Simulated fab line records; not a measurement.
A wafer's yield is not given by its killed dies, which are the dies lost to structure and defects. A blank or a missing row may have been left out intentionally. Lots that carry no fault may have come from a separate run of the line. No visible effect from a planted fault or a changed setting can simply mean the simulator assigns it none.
2 desks looking at one fault | flow gf180mcu | what lay behind the numbers comes last; until then each desk has only its own

== AT THE TOOL OWNER'S DESK: pecvd-01 ==
The tool's own readings at GF_V1_CVD_02 (deposits SiO2 from TEOS, target thk 850 nm, time 94.851 s): means of the sampled wafers that have a number, for each lot that ran on this tool. The brackets show how far a lot's mean lies from the usual mean; more than 4 standard deviations puts the lot out of limits, marked OUT.
Columns: A = heater_power_w at GF_V1_CVD_02, usual 638 W; B = rf_fwd_power_W at GF_V1_CVD_02, usual 596.8 W
lot  | first seen here | A   | B
L447 | day 17 18:24    | 638 | 598.6
L449 | day 18 10:55    | 559 | 837.7 (+99 or more) OUT
L451 | day 18 22:11    | 561 | 837.8 (+99 or more) OUT
L459 | day 22 02:32    | 711 | 598.3
L463 | day 23 10:32    | 647 | 597.8
L464 | day 23 23:43    | 600 | 598.7
L466 | day 24 09:12    | 593 | 597.0
L468 | day 25 02:51    | 660 | 597.0
Finding of this desk: L449, L451 out of limits; the first was L449 at day 18 10:55, on rf_fwd_power_W at GF_V1_CVD_02. In limits: L447, L459, L463, L464, L466, L468.

== AT THE METROLOGY DESK ==
Means of the sampled wafers that have a number, per lot and without regard to the tool the lot ran on: this is what the gauges read. The brackets show how far a lot's mean lies from the usual mean; more than 4 standard deviations puts the lot out of limits, marked OUT.
Columns: A = CONTACT_CVD_02_THK at GF_CONTACT_THK_MEAS_03, usual 859 nm; B = cd_nm at GF_CONTACT_CD_MEAS_14, usual 220.3 nm; C = V1_CVD_02_THK at GF_V1_THK_MEAS_03, usual 847 nm
lot  | first seen here | A   | B     | C
L447 | day 15 17:40    | 874 | 219.0 | 849
L449 | day 16 09:24    | 865 | 219.5 | 940 (+10) OUT
L451 | day 16 20:42    | 859 | 223.8 | 943 (+11) OUT
L459 | day 19 22:41    | 860 | 222.5 | 846
L461 | day 20 19:17    | 850 | 218.6 | 852
L462 | day 21 03:46    | 864 | 219.1 | 852
L463 | day 21 09:25    | 857 | 222.5 | 843
L464 | day 21 23:12    | 852 | 216.6 | 838
L465 | day 22 00:07    | 856 | 218.5 | 836
L466 | day 22 08:47    | 853 | 220.8 | 841
L468 | day 23 02:40    | 865 | 221.5 | 841
Per this desk, out of limits: L449, L451; the first was L449, day 18 11:00 (V1_CVD_02_THK at GF_V1_THK_MEAS_03). In limits: L447, L459, L461, L462, L463, L464, L465, L466, L468.

== PUT TOGETHER ==
The tool owner's desk had the chance to raise an alarm at day 18 10:55 on L449, L451.
The metrology desk could have raised an alarm at day 18 11:00, on L449, L451.
The lots listed all ran GF_V1_CVD_02 on pecvd-01.

== WHAT WAS PUT IN BY THE SIMULATOR ==
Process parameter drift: pecvd-01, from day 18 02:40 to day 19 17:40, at GF_V1_CVD_02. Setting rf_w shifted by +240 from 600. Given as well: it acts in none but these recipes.
Shown lots that were struck: L449, L451.
Counting hours from when the fault started, the first reading out of limits came at 8 for the tool owner's desk and at 8 for the metrology desk.
